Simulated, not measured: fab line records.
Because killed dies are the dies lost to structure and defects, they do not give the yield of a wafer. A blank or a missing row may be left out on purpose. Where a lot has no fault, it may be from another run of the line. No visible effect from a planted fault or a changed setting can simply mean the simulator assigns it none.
2 desks, one fault | flow gf180mcu | each desk has only its own numbers; what lay behind them comes last

FOR THE TOOL OWNER'S DESK: pvdSputter-02
At GF_MIM_SPUTTER_09 (material TiN, target thk 35 nm, time 29.2 s) the tool's own readings: per lot run on this tool, the mean of the sampled wafers that have a number. A lot is out of limits, marked OUT, if its mean lies more than 4 standard deviations from the usual mean; the brackets give that distance.
Columns: A = throttleValvePct at GF_MIM_SPUTTER_09, usual 29.8 %
lot  | first seen here | A
L958 | day 27 12:20    | 29.1
L967 | day 30 02:03    | 29.5
L968 | day 30 02:43    | 29.3
This desk's verdict: no lot among the 3 shows anything out of limits.

THE METROLOGY DESK
What the gauges read, lot by lot, whatever tool the lot ran on: means of the sampled wafers that have a number. A lot is out of limits, marked OUT, if its mean lies more than 4 standard deviations from the usual mean; the brackets give that distance.
Columns: A = V4_W_RS at GF_V4_RS_MEAS_24, usual 0.333 ohm/sq; B = V4_W_THK at GF_V4_THK_MEAS_25, usual 343 nm; C = MIM_CVD_05_THK at GF_MIM_THK_MEAS_06, usual 42.3 nm; D = MIM_ALCU_RS at GF_MIM_RS_MEAS_10, usual 0.1599 ohm/sq; E = MIM_ALCU_THK at GF_MIM_THK_MEAS_11, usual 198.7 nm; F = cdNm at GF_M5_CD_MEAS_07, usual 280.2 nm; G = M5_OVL at GF_M5_OVL_MEAS_08, usual 1 nm
lot  | first seen here | A     | B   | C    | D      | E     | F     | G
L950 | day 25 02:55    | 0.332 | 342 | 42.5 | 0.1628 | 194.7 | 281.2 | 6
L958 | day 27 11:29    | 0.334 | 347 | 42.0 | 0.1614 | 197.1 | 278.3 | 2
L967 | day 30 01:11    | 0.337 | 336 | 41.8 | 0.1626 | 198.1 | 279.1 | -4
L968 | day 30 01:51    | 0.331 | 342 | 42.7 | 0.1590 | 202.5 | 279.5 | 1
L970 | day 30 18:11    | 0.334 | 342 | 42.3 | 0.1583 | 200.9 | 281.1 | 6
L971 | day 30 23:26    | 0.324 | 349 | 42.4 | 0.1600 | 198.3 | 279.5 | -2
This desk's verdict: no lot among the 6 shows anything out of limits.

ALL TOGETHER
The desk of the tool owner found nothing out of limits.
At the metrology desk, nothing out of limits was observed.

WHAT THE SIMULATOR PUT IN
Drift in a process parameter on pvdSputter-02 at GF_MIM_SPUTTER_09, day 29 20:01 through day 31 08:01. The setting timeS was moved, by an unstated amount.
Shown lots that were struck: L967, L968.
